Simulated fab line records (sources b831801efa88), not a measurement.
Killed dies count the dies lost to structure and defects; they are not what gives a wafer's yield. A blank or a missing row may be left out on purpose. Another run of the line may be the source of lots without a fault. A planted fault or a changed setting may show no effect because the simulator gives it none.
Comparing a struck lot with a sound one || flow sky130 || 35 steps out of a route of 708
Sound: these wafers, L530.3, L530.5, L530.6. Struck: wafer L520.2. (L520.3 of the same lot was not struck and is left out.) The cause comes at the end.
At each step with rows: each side's tool, then ch and its chambers, then its first start. Under that, the readings that differ: sound wafers || struck wafers || difference of the means || sigmas: that difference in standard deviations of wafers without a fault.
alike: readings with means less than 2 such deviations apart, plus words and numbers identical on both sides. not compared: withheld readings, readings lacking a value on some wafer, bounds such as >300 that could conceal the same value, and numbers that have no deviation in the record and whose values overlap.
Wherever a step has rows on one side only, a row that says differs or no value, or a row with sigmas, the two part there. When numbers do not overlap yet have no deviation, they are printed without sigmas and do not part them. Lack of a reading on every wafer of one side parts them only where that side has two or more wafers.

first, 9 steps without rows for these wafers: SKY_METAL2_DEVELOP_14 (develop time 60 s); SKY_METAL2_DESCUM_17 (chemistry O2, time 8 s); SKY_METAL2_ETCH_18 (etches BARC in N2/H2, stops on SiO2, time 45.9 s, target depth 60 nm); SKY_METAL2_METAL_ETCH_19 (etches the open film in Cl2/BCl3, stops on SiO2, target depth 360 nm, time 78 s); SKY_METAL2_STRIP_20 (strips in O2/N2); SKY_METAL2_STRIP_21 (strips in post etch residue remover, time 1200 s); SKY_METAL2_CLEAN_22 (cleans in IPA, time 180 s); SKY_METAL2_CLEAN_23 (cleans in O3/DIW); SKY_VIA2_HDPCVD_00 (deposits SiO2, target thk 1180 nm, time 196.7 s).
SKY_VIA2_CMP_02: polishes SiO2.
  sound on cmp-01 ch 0,1,2, day 42 09:55; struck on cmp-01 ch 0, day 39 05:23
{"reading": "model.SiO2_of_VIA2_HDPCVD_00.thk nm (nm)", "sound": "494.4 495.3 495.5", "struck": 544.3, "difference": "+49.2", "sigmas": ""}
  alike: motor current A, platen rpm
then, 9 steps without rows for these wafers: SKY_VIA2_DEHYDRATE_04 (time 60 s); SKY_VIA2_HMDS_05 (prime time 60 s); SKY_VIA2_COAT_06 (resist thk 60 nm); SKY_VIA2_COAT_07 (resist thk 450 nm); SKY_VIA2_SOFTBAKE_08 (time 90 s); SKY_VIA2_EXPOSE_09 (exposes mask VIM2, target cd 200 nm); SKY_VIA2_PEB_10; SKY_VIA2_DEVELOP_11 (develop time 60 s); SKY_VIA2_ETCH_14 (etches BARC in N2/H2, stops on SiO2, time 45.9 s, target depth 60 nm).
SKY_VIA2_ETCH_15: etches SiO2 in C4F8/O2/Ar, stops on TiN, target depth 546 nm, time 84 s.
  sound on rie diel-01 ch 1,2,3, day 43 09:16; struck on rie diel-01 ch 0, day 40 06:20
{"reading": "oes product au (a.u.)", "sound": "0.936 0.935 0.935", "struck": 0.990, "difference": "+0.055", "sigmas": "+12"}
{"reading": "model.VIA2.feature depth nm (nm)", "sound": "494.4 495.3 495.5", "struck": 544.3, "difference": "+49.2", "sigmas": ""}
{"reading": "model.etch.depth nm (nm)", "sound": "494.4 495.3 495.5", "struck": 544.3, "difference": "+49.2", "sigmas": ""}
  not compared: rf hours counter h
then, 13 steps without rows for these wafers: SKY_VIA2_STRIP_16 (strips in O2/N2); SKY_VIA2_STRIP_17 (strips in post etch residue remover, time 1200 s); SKY_VIA2_CLEAN_18 (cleans in IPA, time 180 s); SKY_VIA2_CLEAN_19 (cleans in O3/DIW); SKY_VIA2_SPUTTER_20 (material TiN, target thk 20 nm, time 80 s); SKY_VIA2_CVD_21 (deposits W, target thk 420 nm, time 126.4 s); SKY_VIA2_CMP_24 (polishes, stops on SiO2, t overpolish 20 s, target thk 0 nm); SKY_METAL3_SPUTTER_00 (material Ti, target thk 15 nm, time 10 s); SKY_METAL3_SPUTTER_01 (material TiN, target thk 20 nm, time 16.7 s); SKY_METAL3_SPUTTER_02 (material AlCu, target thk 735 nm, time 39.1 s); SKY_METAL3_SPUTTER_03 (material Ti, target thk 5 nm, time 3.3 s); SKY_METAL3_SPUTTER_04 (material TiN, target thk 70 nm, time 58.3 s); SKY_CAPM_CVD_00 (deposits SiO2, target thk 15.5 nm).
-- the record jumps here: 2 days lie between the struck wafers' starts before and after (it left off in module CAPM and takes up again in module METAL3, whose first step shown is number 532 of the route) --
SKY_METAL3_METAL_ETCH_18: etches the open film in Cl2/BCl3, stops on SiO2, target depth 845 nm, time 183.1 s.
  sound on rie metal-02 ch 0,1, day 45 08:25; struck on rie metal-02 ch 1, day 42 09:04
{"reading": "rf hours counter h (h)", "sound": "- - -", "struck": 7, "difference": "no value on the sound wafers", "sigmas": ""}
{"reading": "model.SiO2_of_VIA2_HDPCVD_00.thk nm (nm)", "sound": "464.6 465.5 465.8", "struck": 514.3, "difference": "+49.0", "sigmas": ""}
  alike: drypump motor current A, oes product au, throttle valve pct
-- the record jumps here: 7 days lie between the struck wafers' starts before and after (it left off in module METAL3 and takes up again in module PAD_OPEN, whose first step shown is number 708 of the route) --
SKY_PAD_OPEN_PROBE_99:
  struck on prober-01, day 48 23:16; sound on prober-02, day 51 03:44
{"reading": "killed open", "sound": "46 55 36", "struck": 29, "difference": -17, "sigmas": -2}
  alike: defect limited yield, killed_at_M0_to_M3, killed_at_M4_up, killed at contacts, killed at front end, killed dies, killed short, sort_bin_3_pad_short, sort_bin_5_function, sort_bin_6_memory, sort n pass, sort yield pct

WHERE THEY PART
Last at SKY_PAD_OPEN_PROBE_99 as far as this record goes, first at SKY_VIA2_ETCH_15.

WHY: what had been put in by the simulator
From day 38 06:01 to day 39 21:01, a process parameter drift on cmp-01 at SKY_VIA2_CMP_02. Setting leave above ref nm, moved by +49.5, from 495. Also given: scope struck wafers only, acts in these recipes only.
